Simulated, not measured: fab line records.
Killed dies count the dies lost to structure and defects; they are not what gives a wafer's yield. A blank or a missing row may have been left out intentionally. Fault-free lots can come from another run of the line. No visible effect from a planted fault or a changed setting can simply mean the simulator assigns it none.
The tool behind it: which one?	flow gf180mcu	18 wafers sampled from 6 lots at 1 step of a route of 602

== WHAT EACH GAUGE READ, for each wafer ==
GF_V4_OVL_MEAS_15.
lot	measured	on	V4_OVL (nm)
L480	day 25 04:38	overlay-02	5 -12 4
L482	day 25 21:22	overlay-01	-4 5 1
L484	day 26 15:14	overlay-01	1 -4 -7
L490	day 28 13:20	overlay-02	4 -6 -3
L499	day 30 23:01	overlay-01	5 5 6
L501	day 31 09:49	overlay-01	4 -3 3

== EACH LOT AND THE TOOL THAT RAN IT (in order: tool; ch and the chambers of the sampled wafers; start) ==
The record holds no process step before these readings.

== THE ANSWER, worked out from the rows above alone ==
Rule: what is usual is taken from the lots themselves. The widest of any qualifying gaps counts: lots, ordered by their means at a reading, are off when they make up no more than a third of the lots, leave a main group of 4 or more, and stand apart from it by 3 or more times the standard deviation of that group's means. If all means in a main group match to the digits the tables above print for the reading, that group is not used. A lot without any number at a reading at which 4 lots or more have one is off too. All remaining lots with rows at the step are treated as sound.
No lot is off on any of the readings shown, so nothing can be concluded from this.

== WHAT HAD BEEN PUT IN BY THE SIMULATOR ==
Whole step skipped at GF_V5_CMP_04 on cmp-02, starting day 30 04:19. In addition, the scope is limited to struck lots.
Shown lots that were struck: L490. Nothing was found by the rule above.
